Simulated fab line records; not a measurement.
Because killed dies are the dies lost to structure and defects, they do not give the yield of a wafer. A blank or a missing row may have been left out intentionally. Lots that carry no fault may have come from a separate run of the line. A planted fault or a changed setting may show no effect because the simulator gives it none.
Problem report, 8D (eight disciplines) form, completed by code -- flow gf180mcu -- the parts of the form that need people (team, actions taken, sign-off) are left out

1. WHAT IS WRONG
MVSD_RS at GF_VT_IMPLANT_RS_MEAS_46 reads a mean of 475.4 ohm/sq on 6 wafers of 2 lots; wafers without a fault read 456.5 ohm/sq with a standard deviation of 1.2. That is +16 standard deviations from the usual mean.
The step: measures by four-point-probe.
First seen on wafer L941.2, day 10 20:49, on filmMetro-01. The record holds 24 wafers of 8 lots with a number at this step. The rule behind "out" and "out of limits": a value lying over 4 standard deviations away from the usual mean. The other wafers with a number count as sound.

2. WHAT IT IS AND WHAT IT IS NOT
question,is,is not
which readings at this step,MVSD_RS,-
which lots,"L941, L943","L929, L930, L931, L932, L937, L947"
which wafers of those lots,all that have a number,-
read on which gauges,"filmMetro-01, filmMetro-02",filmMetro-03
when,from day 10 20:49,up to then (15 sound wafers); but 3 sound wafers of L947 came after

3. THE SUSPECTS, EACH WITH WHAT RULES IT OUT
Counting: a tool at a process step up to the reading stays a suspect if it ran every lot that is out and no sound lot after the first of them.
- the gauge at GF_VT_IMPLANT_RS_MEAS_46 is ruled out. Those wafers that are out were read across 2 gauges (filmMetro-01, filmMetro-02).
- cmp-01 at GF_STI_CMP_25 (polishes, stops on Si3N4, t overpolish 33 s, target thk 524.6 nm): ruled out as a lasting fault. After its first lot that is out, L941 (day 4 16:38), sound lots L947 ran on it.
- implanter-01 at GF_MVSD_IMPLANT_09: kept. It processed each lot that is out, first L941 at day 7 06:45, and no sound lot thereafter; up to then, the last sound lot it processed was L937 at day 6 08:32. Its own readings are out on those wafers: doseIonsCm2, faradayCurrentUA.
- rtpAnneal-01 at GF_VT_IMPLANT_RTA_45 (time 30 s): kept. It processed each lot that is out, first L941 at day 10 20:42, and no sound lot thereafter; up to then, the last sound lot it processed was L931 at day 8 05:01.
Left after counting: implanter-01 at GF_MVSD_IMPLANT_09, rtpAnneal-01 at GF_VT_IMPLANT_RTA_45.

4. THE CAUSE (what the simulator had put in)
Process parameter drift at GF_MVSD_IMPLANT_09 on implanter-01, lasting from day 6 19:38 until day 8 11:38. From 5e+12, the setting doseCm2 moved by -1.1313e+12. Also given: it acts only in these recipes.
After counting, 2 suspects remain, this tool included.

5. THE EFFECT CHAIN, in route order
Each row: a reading whose mean over the struck wafers that have a number lies more than 3 standard deviations from the usual. Only readings whose record carries a usual standard deviation are examined. hours: median over the lots of the time between each lot's start at the first step of this table that gives one and its start at this step. sigmas: the change, counted in usual standard deviations.
hours,step,reading,usual,on struck wafers,change,sigmas
0,GF_MVSD_IMPLANT_09,doseIonsCm2,5e+12,4e+12,-1e+12,-99 or more
0,GF_MVSD_IMPLANT_09,faradayCurrentUA,28.2,21.9,-6.3,-11
87,GF_VT_IMPLANT_RS_MEAS_46,MVSD_RS,456.5 ohm/sq,475.4,+18.9,+16
Its process steps:
- GF_MVSD_IMPLANT_09

6. WHAT WOULD HAVE CAUGHT IT SOONER
The first out-of-limits reading at a measuring or inspecting step in this record came at day 10 20:49, 97 hours after the fault's start at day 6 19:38.
The tool's own readings at GF_MVSD_IMPLANT_09 were out on every struck wafer that the step has a row for (doseIonsCm2, faradayCurrentUA): an alarm limit on them would have fired on the first of those.
Lots out: 2; all had begun GF_MVSD_IMPLANT_09 on implanter-01 by day 10 20:49. A hold on the tool at that time would have spared none of them.
